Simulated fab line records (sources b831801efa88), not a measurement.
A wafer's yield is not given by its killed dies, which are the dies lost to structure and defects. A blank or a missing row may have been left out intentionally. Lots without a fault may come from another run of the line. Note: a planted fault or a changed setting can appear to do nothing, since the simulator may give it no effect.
fab line records    flow sky130    part 1 of 2: steps 1 to 26 of 39
record lots=5  wafers=15  last_day=50
route steps=708 shown VIA3@594 METAL4@598 CAP2M@603
lots that met no fault: from a run of the same line without faults
start_h: the number of hours between the record's first day and the start of the first shown wafer of the lot    wait_h: how many hours have passed since the lot's step before this one    " the same as in the row above    L1.1+2: several wafers, shown together as one row    - value missing, or start not given    * or withheld: withheld    < > ~ a bound
route shown NAME@n: names a module that has steps shown in the file, with the first one's number in the route    usual: average and standard deviation across the fault-free wafers    same: alike in all rows    chamber/n: place in a boat    sites: per-site readings    _std_site: their standard deviation    _edge_site: mean of outer sites minus mean of inner sites    radius_mm: for every site, how far away it sits from the centre of the wafer    mask NAME#n: copy n    behind: tool/chamber where the wafer was last shaped    hold: what put the lot on hold/how long, in hours/how the hold closed    device: names the non-switching transistor (n, p or np)    end of line: the same wafers' tests at the end of the route    a step given without rows: its recipe and nothing more    killed: the dies lost at the first sort to structure and to defects; this is not the yield of the wafer    map: a wafer's dies, x killed, . not, _ none there
set.NAME: the setting the step ran with; set.NAME@STEP: the setting that earlier step ran with    model.NAME: the simulator's own value behind a step, which no gauge read
lots at selected steps of the route; one table per step, one row per wafer
services: when a tool's chamber went out of use (start_h, in hours from the record's first day, below 0 if earlier), for how many hours, and the reason
## steps
# step SKY_VIA3_CVD_21
# recipe material=W  target_thk_nm=390  time_s=117.31  temp_c=400  pressure_torr=40
# usual heater_power_outer_w=566/25  heater_power_w=919/27
lot.wafer  tool      chamber  start_h  wait_h  heater_power_outer_w  heater_power_w
L075.1     cvd_w-02  0        948.73   0.0     593                   933
L075.4     "         1        "        "       538                   924
L075.5     "         1        "        "       518                   935
L085.1     cvd_w-02  1        1016.97  0.0     543                   929
L085.2     "         0        "        "       598                   918
L085.4     "         0        "        "       594                   935
L086.2     cvd_w-01  0        1021.44  0.0     584                   896
L086.4     "         0        "        "       578                   868
L086.6     "         0        "        "       582                   894
L090.3     cvd_w-02  1        1044.73  0.1     546                   972
L090.4     "         0        "        "       575                   909
L090.5     "         1        "        "       544                   970
L094.1     cvd_w-01  1        1069.25  0.0     569                   917
L094.2     "         0        "        "       598                   883
L094.3     "         1        "        "       573                   898
# step SKY_VIA3_RS_MEAS_22
# recipe thk_meas_gauge=four-point-probe  reads=W_of_VIA3_CVD_21+TiN_of_VIA3_SPUTTER_20
# usual VIA3_W_RS=0.295/0.0031
lot.wafer  tool           chamber  start_h  wait_h  VIA3_W_RS[ohm/sq]
L075.1     film_metro-01  -        948.85   0.1     0.295
L075.4     "              -        "        "       0.296
L075.5     "              -        "        "       0.294
L085.1     film_metro-01  -        1017.09  0.1     0.297
L085.2     "              -        "        "       0.297
L085.4     "              -        "        "       0.296
L086.2     film_metro-03  -        1021.58  0.1     0.289
L086.4     "              -        "        "       0.288
L086.6     "              -        "        "       0.289
L090.3     film_metro-04  -        1044.85  0.1     0.296
L090.4     "              -        "        "       0.296
L090.5     "              -        "        "       0.295
L094.1     film_metro-03  -        1069.37  0.1     0.290
L094.2     "              -        "        "       0.291
L094.3     "              -        "        "       0.292
# step SKY_VIA3_THK_MEAS_23
# recipe thk_meas_gauge=xrf  reads=W_of_VIA3_CVD_21
# usual VIA3_W_THK=397/7.4
lot.wafer  tool           chamber  start_h  wait_h  VIA3_W_THK[nm]
L075.1     film_metro-01  -        948.97   0.1     398
L075.4     "              -        "        "       397
L075.5     "              -        "        "       399
L085.1     film_metro-01  -        1017.21  0.1     402
L085.2     "              -        "        "       402
L085.4     "              -        "        "       400
L086.2     film_metro-03  -        1021.69  0.1     400
L086.4     "              -        "        "       402
L086.6     "              -        "        "       400
L090.3     film_metro-04  -        1044.95  0.1     390
L090.4     "              -        "        "       394
L090.5     "              -        "        "       392
L094.1     film_metro-03  -        1069.49  0.1     399
L094.2     "              -        "        "       398
L094.3     "              -        "        "       395
# step SKY_VIA3_CMP_24
# recipe stop_on=SiO2  t_overpolish_s=20  down_force_psi=3.5  platen_rpm=60  target_thk_nm=0  pad_velocity_m_s=0.94248
# usual motor_current_A=11.2/1.3  overpolish_run_s=19.999/0.0093  time_to_endpoint_s=95/4.7
lot.wafer  tool    chamber  start_h  wait_h  motor_current_A  overpolish_run_s  time_to_endpoint_s
L075.1     cmp-01  2        949.03   0.1     13.1             20.001            88
L075.4     "       0        "        "       12.8             19.998            85
L075.5     "       3        "        "       10.3             20.014            92
L085.1     cmp-01  0        1017.32  0.1     12.8             20.000            95
L085.4     "       1        "        "       11.0             19.995            100
L085.2     "       2        "        "       13.2             20.000            92
L086.2     cmp-01  3        1021.74  0.0     10.8             19.988            97
L086.4     "       1        "        "       10.9             20.011            95
L086.6     "       0        "        "       12.4             20.017            93
L090.4     cmp-02  1        1045.47  0.5     11.3             19.999            100
L090.3     "       0        "        "       11.8             20.000            97
L090.5     "       1        "        "       11.1             19.988            104
L094.1     cmp-02  2        1070.59  1.1     9.7              20.015            93
L094.3     "       3        "        "       9.5              20.000            94
L094.2     "       1        "        "       11.0             20.008            103
# step SKY_METAL4_SPUTTER_00
# recipe material=Ti  target_thk_nm=15  power_w=3000  time_s=10  chamber_pressure_pa=0.4
# usual chamber_pressure_pa=0.4001/0.00078  throttle_valve_pct=29.7/0.94
lot.wafer  tool            chamber  start_h  wait_h  chamber_pressure_pa  throttle_valve_pct
L075.1     pvd_sputter-02  -        949.33   0.2     0.4002               31.4
L075.4     "               -        "        "       0.4000               30.3
L075.5     "               -        "        "       0.3988               31.4
L085.1     pvd_sputter-03  -        1017.57  0.2     0.3989               29.1
L085.2     "               -        "        "       0.4005               29.3
L085.4     "               -        "        "       0.4016               29.2
L086.2     pvd_sputter-03  -        1022.04  0.2     0.3993               29.1
L086.4     "               -        "        "       0.3994               29.0
L086.6     "               -        "        "       0.4007               29.0
L090.3     pvd_sputter-03  -        1045.77  0.1     0.3990               29.3
L090.4     "               -        "        "       0.4004               29.4
L090.5     "               -        "        "       0.4000               29.0
L094.1     pvd_sputter-03  -        1070.89  0.2     0.4007               29.6
L094.2     "               -        "        "       0.3996               29.0
L094.3     "               -        "        "       0.4001               29.0
# step SKY_METAL4_SPUTTER_01
# recipe material=TiN  target_thk_nm=20  power_w=6500  time_s=16.7  chamber_pressure_pa=0.4
# usual chamber_pressure_pa=0.4000/0.00074  throttle_valve_pct=29.7/0.92
lot.wafer  tool            chamber  start_h  wait_h  chamber_pressure_pa  throttle_valve_pct
L075.1     pvd_sputter-02  -        949.35   0.0     0.4003               31.5
L075.4     "               -        "        "       0.3990               30.2
L075.5     "               -        "        "       0.3993               31.3
L085.1     pvd_sputter-03  -        1017.60  0.0     0.3990               28.9
L085.2     "               -        "        "       0.3991               29.1
L085.4     "               -        "        "       0.3997               29.3
L086.2     pvd_sputter-03  -        1022.07  0.0     0.3993               29.0
L086.4     "               -        "        "       0.3999               28.9
L086.6     "               -        "        "       0.4004               29.2
L090.3     pvd_sputter-03  -        1045.79  0.0     0.3992               29.2
L090.4     "               -        "        "       0.3994               29.1
L090.5     "               -        "        "       0.4000               29.2
L094.1     pvd_sputter-03  -        1070.92  0.0     0.4021               29.5
L094.2     "               -        "        "       0.4013               29.0
L094.3     "               -        "        "       0.3989               29.3
# step SKY_METAL4_SPUTTER_02
# recipe material=AlCu  target_thk_nm=735  power_w=10600  time_s=39.1  chamber_pressure_pa=0.4
# usual chamber_pressure_pa=0.3999/0.0007  throttle_valve_pct=29.7/0.9
lot.wafer  tool            chamber  start_h  wait_h  chamber_pressure_pa  throttle_valve_pct
L075.1     pvd_sputter-02  -        949.38   0.0     0.3992               31.2
L075.4     "               -        "        "       0.3986               30.1
L075.5     "               -        "        "       0.3986               31.3
L085.1     pvd_sputter-03  -        1017.62  0.0     0.3995               29.3
L085.2     "               -        "        "       0.4002               29.1
L085.4     "               -        "        "       0.4007               29.0
L086.2     pvd_sputter-03  -        1022.09  0.0     0.3997               29.3
L086.4     "               -        "        "       0.3999               29.1
L086.6     "               -        "        "       0.4006               28.9
L090.3     pvd_sputter-03  -        1045.81  0.0     0.3990               29.3
L090.4     "               -        "        "       0.3999               28.9
L090.5     "               -        "        "       0.3997               29.2
L094.1     pvd_sputter-03  -        1070.94  0.0     0.3988               29.8
L094.2     "               -        "        "       0.3994               29.3
L094.3     "               -        "        "       0.4012               29.2
# step SKY_METAL4_SPUTTER_03
# recipe material=Ti  target_thk_nm=5  power_w=3000  time_s=3.3  chamber_pressure_pa=0.4
# usual chamber_pressure_pa=0.3999/0.00083  throttle_valve_pct=29.8/0.94
lot.wafer  tool            chamber  start_h  wait_h  chamber_pressure_pa  throttle_valve_pct
L075.1     pvd_sputter-02  -        949.42   0.0     0.3995               31.5
L075.4     "               -        "        "       0.3980               30.3
L075.5     "               -        "        "       0.4003               31.5
L085.1     pvd_sputter-03  -        1017.66  0.0     0.3996               29.3
L085.2     "               -        "        "       0.4005               29.3
L085.4     "               -        "        "       0.3996               29.2
L086.2     pvd_sputter-03  -        1022.13  0.0     0.4003               29.0
L086.4     "               -        "        "       0.3990               28.9
L086.6     "               -        "        "       0.3994               29.2
L090.3     pvd_sputter-03  -        1045.85  0.0     0.4002               29.4
L090.4     "               -        "        "       0.4000               29.0
L090.5     "               -        "        "       0.4006               29.1
L094.1     pvd_sputter-03  -        1070.98  0.0     0.4008               29.5
L094.2     "               -        "        "       0.4015               29.2
L094.3     "               -        "        "       0.4003               29.2
# step SKY_METAL4_SPUTTER_04
# recipe material=TiN  target_thk_nm=70  power_w=6500  time_s=58.3  chamber_pressure_pa=0.4
# usual chamber_pressure_pa=0.3999/0.00079  throttle_valve_pct=29.7/0.94
lot.wafer  tool            chamber  start_h  wait_h  chamber_pressure_pa  throttle_valve_pct
L075.1     pvd_sputter-02  -        949.44   0.0     0.3993               31.4
L075.4     "               -        "        "       0.4001               30.2
L075.5     "               -        "        "       0.3997               31.5
L085.1     pvd_sputter-03  -        1017.68  0.0     0.3998               29.2
L085.2     "               -        "        "       0.3996               29.1
L085.4     "               -        "        "       0.3997               29.2
L086.2     pvd_sputter-03  -        1022.15  0.0     0.3992               29.4
L086.4     "               -        "        "       0.3991               29.1
L086.6     "               -        "        "       0.3992               29.0
L090.3     pvd_sputter-03  -        1045.87  0.0     0.3986               29.0
L090.4     "               -        "        "       0.3994               28.9
L090.5     "               -        "        "       0.3978               29.2
L094.1     pvd_sputter-03  -        1071.00  0.0     0.4001               29.5
L094.2     "               -        "        "       0.3994               29.1
L094.3     "               -        "        "       0.4005               29.0
# step SKY_CAP2M_CVD_00
# recipe material=SiO2  target_thk_nm=15.5  temp_c=400  time_s=withheld  rf_w=450
# usual heater_power_outer_w=465/57  heater_power_w=749/78  rf_fwd_power_W=441.7/2.5
lot.wafer  tool      chamber  start_h  wait_h  heater_power_outer_w  heater_power_w  rf_fwd_power_W
L075.1     pecvd-02  1        949.49   0.0     368                   635             443.0
L075.4     "         1        "        "       368                   618             441.8
L075.5     "         0        "        "       515                   823             442.6
L085.1     pecvd-02  2        1017.73  0.0     544                   848             437.7
L085.2     "         0        "        "       513                   834             442.8
L085.4     "         2        "        "       535                   858             438.5
L086.2     pecvd-02  0        1022.20  0.0     453                   762             443.7
L086.4     "         2        "        "       589                   908             436.8
L086.6     "         0        "        "       461                   709             444.1
L090.3     pecvd-02  2        1045.92  0.0     475                   797             440.1
L090.4     "         0        "        "       528                   809             442.1
L090.5     "         2        "        "       483                   805             440.4
L094.1     pecvd-02  1        1071.05  0.0     375                   641             439.5
L094.2     "         0        "        "       527                   836             444.3
L094.3     "         2        "        "       499                   825             440.5
# step SKY_CAP2M_THK_MEAS_01
# recipe reads=SiO2_of_CAP2M_CVD_00
# usual CAP2M_CVD_00_THK=15.40/0.24
lot.wafer  tool           chamber  start_h  wait_h  CAP2M_CVD_00_THK[nm]
L075.1     film_metro-01  -        949.51   -       15.44
L075.4     "              -        "        "       15.55
L075.5     "              -        "        "       15.48
L085.1     film_metro-03  -        1017.75  -       15.23
L085.2     "              -        "        "       14.89
L085.4     "              -        "        "       15.50
L086.2     film_metro-01  -        1022.23  -       15.16
L086.4     "              -        "        "       15.69
L086.6     "              -        "        "       15.48
L090.3     film_metro-01  -        1045.96  -       15.37
L090.4     "              -        "        "       15.21
L090.5     "              -        "        "       15.49
L094.1     film_metro-03  -        1071.07  -       15.29
L094.2     "              -        "        "       15.11
L094.3     "              -        "        "       15.34
# step SKY_CAP2M_SPUTTER_02
# recipe material=TiN  target_thk_nm=200  temp_c=300  power_w=6500  time_s=166.7  chamber_pressure_pa=0.4
# usual chamber_pressure_pa=0.3999/0.0007  throttle_valve_pct=29.7/0.82
lot.wafer  tool            chamber  start_h  wait_h  chamber_pressure_pa  throttle_valve_pct
L075.1     pvd_sputter-03  -        949.57   0.1     0.4005               29.7
L075.4     "               -        "        "       0.3996               29.1
L075.5     "               -        "        "       0.4006               29.5
L085.1     pvd_sputter-02  -        1017.81  0.1     0.3997               28.4
L085.2     "               -        "        "       0.3998               30.7
L085.4     "               -        "        "       0.4003               31.3
L086.2     pvd_sputter-01  -        1022.28  0.0     0.3994               30.1
L086.4     "               -        "        "       0.3988               30.1
L086.6     "               -        "        "       0.3999               30.2
L090.3     pvd_sputter-01  -        1046.00  0.0     0.4011               28.5
L090.4     "               -        "        "       0.3999               30.1
L090.5     "               -        "        "       0.3987               30.0
L094.1     pvd_sputter-01  -        1071.13  0.1     0.3993               30.3
L094.2     "               -        "        "       0.4001               30.3
L094.3     "               -        "        "       0.4007               28.7
# step SKY_CAP2M_RS_MEAS_03
# recipe thk_meas_gauge=four-point-probe  reads=TiN_of_CAP2M_SPUTTER_02
# usual CAP2M_TIN_RS=6.94/0.074
lot.wafer  tool           chamber  start_h  wait_h  CAP2M_TIN_RS[ohm/sq]
L075.1     film_metro-01  -        949.68   0.1     6.94
L075.4     "              -        "        "       7.03
L075.5     "              -        "        "       7.01
L085.1     film_metro-01  -        1017.92  0.1     6.95
L085.2     "              -        "        "       7.04
L085.4     "              -        "        "       6.93
L086.2     film_metro-02  -        1022.41  0.1     6.86
L086.4     "              -        "        "       6.95
L086.6     "              -        "        "       6.97
L090.3     film_metro-03  -        1046.15  0.1     6.98
L090.4     "              -        "        "       6.91
L090.5     "              -        "        "       6.91
L094.1     film_metro-01  -        1071.24  0.1     7.05
L094.2     "              -        "        "       6.93
L094.3     "              -        "        "       7.02
# step SKY_CAP2M_THK_MEAS_04
# recipe thk_meas_gauge=xrf  reads=TiN_of_CAP2M_SPUTTER_02
# usual CAP2M_TIN_THK=202.5/2.3
lot.wafer  tool           chamber  start_h  wait_h  CAP2M_TIN_THK[nm]
L075.1     film_metro-01  -        949.80   0.1     202.0
L075.4     "              -        "        "       198.3
L075.5     "              -        "        "       199.6
L085.1     film_metro-01  -        1018.04  0.1     202.0
L085.2     "              -        "        "       199.8
L085.4     "              -        "        "       202.4
L086.2     film_metro-02  -        1022.52  0.1     203.5
L086.4     "              -        "        "       201.2
L086.6     "              -        "        "       198.9
L090.3     film_metro-03  -        1046.25  0.1     202.8
L090.4     "              -        "        "       204.0
L090.5     "              -        "        "       205.7
L094.1     film_metro-01  -        1071.36  0.1     199.3
L094.2     "              -        "        "       202.0
L094.3     "              -        "        "       200.6
# step SKY_CAP2M_DEHYDRATE_05
# recipe temp_c=200  time_s=60
lot.wafer   tool            chamber  start_h  wait_h
L075.1+4+5  litho_track-02  0        961.85   12.0
L085.1+2+4  litho_track-02  0        1028.75  10.7
L086.2+4+6  litho_track-01  0        1033.37  10.8
L090.3+4+5  litho_track-01  0        1057.29  11.0
L094.1+2+3  litho_track-04  0        1081.33  10.0
# step SKY_CAP2M_HMDS_06
# recipe prime_time_s=60  prime_temp_c=120
lot.wafer   tool            chamber  start_h  wait_h
L075.1+4+5  litho_track-02  0        962.00   0.1
L085.1+2+4  litho_track-02  0        1028.90  0.1
L086.2+4+6  litho_track-01  0        1033.52  0.1
L090.3+4+5  litho_track-01  0        1057.44  0.1
L094.1+2+3  litho_track-04  0        1081.48  0.1
# step SKY_CAP2M_COAT_07
# recipe resist=NOVOLAK  spin_rpm=3000  resist_thk_nm=1140
lot.wafer   tool            chamber  start_h  wait_h
L075.1+4+5  litho_track-02  0        962.15   0.1
L085.1+2+4  litho_track-02  0        1029.05  0.1
L086.2+4+6  litho_track-01  0        1033.67  0.1
L090.3+4+5  litho_track-01  0        1057.59  0.1
L094.1+2+3  litho_track-04  0        1081.63  0.1
# step SKY_CAP2M_SOFTBAKE_08
# recipe temp_c=90  time_s=60  resist=NOVOLAK
lot.wafer   tool            chamber  start_h  wait_h
L075.1+4+5  litho_track-02  0        962.30   0.1
L085.1+2+4  litho_track-02  0        1029.20  0.1
L086.2+4+6  litho_track-01  0        1033.82  0.1
L090.3+4+5  litho_track-01  0        1057.74  0.1
L094.1+2+3  litho_track-04  0        1081.78  0.1
# step SKY_CAP2M_EXPOSE_09
# recipe mask_id=CAP2M  na=0.6  source_shape=conventional  sigma_outer=0.6  polarization=unpolarized  target_cd_nm=1000  dose_mj=159
lot.wafer   tool              chamber  start_h  wait_h  mask
L075.1+4+5  iline_stepper-02  0        -        -       CAP2M#0
L085.1+2+4  iline_stepper-01  0        -        -       CAP2M#0
L086.2+4+6  iline_stepper-01  0        -        -       CAP2M#0
L090.3+4+5  iline_stepper-02  0        -        -       CAP2M#0
L094.1+2+3  iline_stepper-02  0        -        -       CAP2M#0
# step SKY_CAP2M_PEB_10
# recipe temp_c=withheld  time_s=*  resist=NOVOLAK
lot.wafer   tool            chamber  start_h  wait_h
L075.1+4+5  litho_track-01  0        -        -
L085.1+2+4  litho_track-01  0        -        -
L086.2+4+6  litho_track-04  0        -        -
L090.3+4+5  litho_track-01  0        -        -
L094.1+2+3  litho_track-02  0        -        -
# step SKY_CAP2M_DEVELOP_11
# recipe resist=NOVOLAK  developer=TMAH  develop_time_s=60  dev_temp_c=23
lot.wafer   tool            chamber  start_h  wait_h
L075.1+4+5  litho_track-01  0        974.09   0.1
L085.1+2+4  litho_track-01  0        1040.29  0.1
L086.2+4+6  litho_track-04  0        1044.75  0.1
L090.3+4+5  litho_track-01  0        1068.44  0.1
L094.1+2+3  litho_track-02  0        1092.00  0.1
# step SKY_CAP2M_OVL_MEAS_12
# usual CAP2M_OVL=0.7/1.4
lot.wafer  tool        chamber  start_h  wait_h  CAP2M_OVL[nm]
L075.1     overlay-01  -        974.24   0.1     0.7
L075.4     "           -        "        "       3.8
L075.5     "           -        "        "       1.2
L085.1     overlay-01  -        1040.44  0.1     -1.0
L085.2     "           -        "        "       -0.6
L085.4     "           -        "        "       -1.4
L086.2     overlay-02  -        1044.88  0.1     1.6
L086.4     "           -        "        "       1.2
L086.6     "           -        "        "       0.7
L090.3     overlay-02  -        1068.55  0.1     0.9
L090.4     "           -        "        "       -1.1
L090.5     "           -        "        "       -0.2
L094.1     overlay-02  -        1092.15  0.1     0.3
L094.2     "           -        "        "       1.2
L094.3     "           -        "        "       0.4
# step SKY_CAP2M_METAL_ETCH_13
# recipe target_depth_nm=220  stop_on=SiO2  chemistry=Cl2/BCl3  target=TiN  pressure_mtorr=10  icp_w=900  bias_w=48.5  Cl2_flow_sccm=60  bcl3_flow_sccm=30  time_s=62.9
# usual drypump_motor_current_A=5.3/0.35  oes_product_au=0.939/0.0069  rf_fwd_power_W=893/3.2  throttle_valve_pct=21.905/0.0099
lot.wafer  tool          chamber  start_h  wait_h  drypump_motor_current_A  oes_product_au  rf_fwd_power_W  rf_hours_counter_h  throttle_valve_pct
L075.1     rie_metal-01  1        974.28   0.0     4.8                      0.936           896             4                   21.918
L075.4     "             0        "        "       5.4                      0.924           899             -                   21.909
L075.5     "             1        "        "       4.8                      0.929           900             -                   21.900
L085.1     rie_metal-04  1        1040.48  0.0     5.3                      0.936           889             14                  21.926
L085.2     "             0        "        "       5.3                      0.932           894             12                  21.919
L085.4     "             1        "        "       5.3                      0.934           890             -                   21.916
L086.2     rie_metal-03  1        1044.91  0.0     5.6                      0.942           892             14                  21.901
L086.4     "             0        "        "       6.1                      0.940           894             -                   21.909
L086.6     "             1        "        "       5.6                      0.941           887             -                   21.910
L090.3     rie_metal-03  0        1068.60  0.0     6.1                      0.938           900             -                   21.904
L090.4     "             1        "        "       5.6                      0.934           889             -                   21.906
L090.5     "             1        "        "       5.6                      0.944           888             -                   21.882
L094.1     rie_metal-01  0        1092.19  0.0     5.3                      0.937           891             21                  21.904
L094.2     "             1        "        "       4.8                      0.942           893             11                  21.911
L094.3     "             1        "        "       4.8                      0.936           894             -                   21.922
# step SKY_CAP2M_STRIP_14
# recipe chemistry=O2/N2  power_w=1400  pressure_mtorr=1500  platen_temp_c=withheld  o2_flow_sccm=3000  n2_flow_sccm=300  overash_fraction=0.5
# usual drypump_motor_current_A=5.9/0.59  n2_flow_sccm=300.1/0.82  oes_product_au=0.710/0.0042  strip_time_to_endpoint_s=12.67/0.041
lot.wafer  tool             chamber  start_h  wait_h  drypump_motor_current_A  n2_flow_sccm  oes_product_au  rf_hours_counter_h  strip_time_to_endpoint_s
L075.1     plasma_asher-04  1        974.35   0.1     5.8                      300.0         0.705           23                  12.74
L075.4     "                1        "        "       5.8                      300.8         0.712           -                   12.71
L075.5     "                0        "        "       6.6                      300.1         0.712           -                   12.73
L085.1     plasma_asher-01  1        1040.55  0.1     5.8                      299.1         0.709           91                  12.78
L085.2     "                0        "        "       6.6                      300.5         0.713           91                  12.65
L085.4     "                0        "        "       6.6                      300.8         0.711           -                   12.77
L086.2     plasma_asher-04  1        1044.99  0.1     5.8                      299.4         0.712           30                  12.63
L086.4     "                0        "        "       6.6                      298.6         0.711           -                   12.63
L086.6     "                0        "        "       6.6                      299.6         0.714           -                   12.64
L090.3     plasma_asher-02  1        1068.69  0.1     6.1                      299.5         0.706           -                   12.66
L090.4     "                0        "        "       5.0                      299.9         0.704           -                   12.64
L090.5     "                0        "        "       5.0                      299.3         0.714           -                   12.64
L094.1     plasma_asher-02  1        1092.27  0.1     6.0                      300.5         0.706           3                   12.69
L094.2     "                0        "        "       5.0                      300.3         0.708           3                   12.62
L094.3     "                1        "        "       6.1                      299.3         0.713           -                   12.66
# step SKY_CAP2M_STRIP_15
# recipe chemistry=post_etch_residue_remover  time_s=1200  temp_c=72.5
lot.wafer   tool          chamber  start_h  wait_h
L075.1+4+5  wet_bench-04  1        974.45   0.1
L085.1+2+4  wet_bench-01  2        1040.65  0.1
L086.2+4+6  wet_bench-04  2        1045.09  0.1
L090.3+4+5  wet_bench-01  0        1068.85  0.1
L094.1+2+3  wet_bench-03  0        1092.37  0.1
# step SKY_CAP2M_CLEAN_16
# recipe chemistry=IPA  time_s=180  temp_c=25
lot.wafer   tool          chamber  start_h  wait_h
L075.1+4+5  wet_bench-01  2        974.79   0.0
L085.1+2+4  wet_bench-04  0        1041.00  0.0
L086.2+4+6  wet_bench-01  1        1045.43  0.0
L090.3+4+5  wet_bench-04  0        1069.19  0.0
L094.1+2+3  wet_bench-01  3        1092.71  0.0
